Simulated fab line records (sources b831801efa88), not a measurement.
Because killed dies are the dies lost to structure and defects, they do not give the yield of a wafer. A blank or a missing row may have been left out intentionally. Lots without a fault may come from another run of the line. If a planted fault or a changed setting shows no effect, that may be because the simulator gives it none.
Shared-tool check | flow sky130 | Sample size 13 lots and 48 wafers

REASON IT WAS OPENED
At SKY_VT_ADJUST_PCH_TW_MEAS_10 the reading VT_ADJUST_PCH_TW is flagged on 3 of 13 lots. No-fault wafers: 144.7, standard deviation 1.5.
Rule: a lot is flagged in two cases, either no wafer of it has a number, or all its wafers with numbers fall more than 4 standard deviations from that mean. The rest of the lots are taken to be sound.

lot  | measured     | on            | VT_ADJUST_PCH_TW, wafer by wafer    | flag
L978 | day 10 08:05 | film-metro-01 | 145.4 145.2 144.4                   |
L979 | day 10 16:29 | film-metro-02 | 144.6 144.3 144.0                   |
L980 | day 10 23:00 | film-metro-01 | 145.3 144.7 145.0                   |
L983 | day 11 21:43 | film-metro-01 | 146.6 146.4 146.8                   |
L984 | day 12 05:14 | film-metro-01 | 175.7 175.3 175.7 175.9 175.0 175.6 | FLAGGED
L985 | day 12 15:19 | film-metro-02 | 144.6 144.7 145.4                   |
L989 | day 13 22:32 | film-metro-01 | 146.2 146.1 145.1                   |
L991 | day 14 09:30 | film-metro-04 | 141.9 142.7 141.4                   |
L992 | day 14 22:46 | film-metro-01 | 175.4 175.7 176.1 175.6 175.4 175.5 | FLAGGED
L994 | day 15 12:08 | film-metro-02 | 173.7 173.4 173.1 173.9 174.0 174.8 | FLAGGED
L995 | day 16 10:13 | film-metro-02 | 144.8 144.4 144.6                   |
L996 | day 16 10:42 | film-metro-02 | 144.2 143.9 144.0                   |
L100 | day 18 10:46 | film-metro-04 | 141.9 143.2 141.9                   |
The mean of the flagged lots' numbers is 175.0, +30.3 from the usual (+20 standard deviations).

EACH LOT AND THE TOOL IT RAN ON
The record keeps 1 process step preceding the reading, out of 708 steps on the route. Read each cell as the tool, then ch plus the chambers that the sampled wafers visited, then the start.
lot  | flag    | SKY_VT_ADJUST_PCH_IMPLANT_08
L978 |         | implanter-03 ch 0, day 10 07:50
L979 |         | implanter-04 ch 0, day 10 16:14
L980 |         | implanter-02 ch 0, day 10 22:45
L983 |         | implanter-04 ch 0, day 11 21:28
L984 | FLAGGED | implanter-02 ch 0, day 12 04:42
L985 |         | implanter-04 ch 0, day 12 15:04
L989 |         | implanter-03 ch 0, day 13 22:17
L991 |         | implanter-04 ch 0, day 14 09:15
L992 | FLAGGED | implanter-02 ch 0, day 14 22:10
L994 | FLAGGED | implanter-04 ch 0, day 15 11:36
L995 |         | implanter-03 ch 0, day 16 09:59
L996 |         | implanter-02 ch 0, day 16 10:27
L100 |         | implanter-04 ch 0, day 18 10:31
What the steps here do:
- SKY_VT_ADJUST_PCH_IMPLANT_08
- SKY_VT_ADJUST_PCH_TW_MEAS_10

FLAGGED AGAINST TOTAL, ONE TOOL AT A TIME (gauges that did the reading follow at the end)
step                         | tool          | lots run | flagged | share of the flagged lots | sound lots run after its first flagged lot
SKY_VT_ADJUST_PCH_IMPLANT_08 | implanter-02  | 4        | 2       | some                      | 1 (L996)
SKY_VT_ADJUST_PCH_IMPLANT_08 | implanter-03  | 3        | 0       | none                      | -
SKY_VT_ADJUST_PCH_IMPLANT_08 | implanter-04  | 6        | 1       | some                      | 1 (L100)
SKY_VT_ADJUST_PCH_TW_MEAS_10 | film-metro-01 | 6        | 2       | some                      | 1 (L989)
SKY_VT_ADJUST_PCH_TW_MEAS_10 | film-metro-02 | 5        | 1       | some                      | 2 (L995,L996)
SKY_VT_ADJUST_PCH_TW_MEAS_10 | film-metro-04 | 2        | 0       | none                      | -

THE TABLE: WHAT IT ALLOWS
No row of the table ran every flagged lot.

WHAT THE SIMULATOR HAD INSERTED
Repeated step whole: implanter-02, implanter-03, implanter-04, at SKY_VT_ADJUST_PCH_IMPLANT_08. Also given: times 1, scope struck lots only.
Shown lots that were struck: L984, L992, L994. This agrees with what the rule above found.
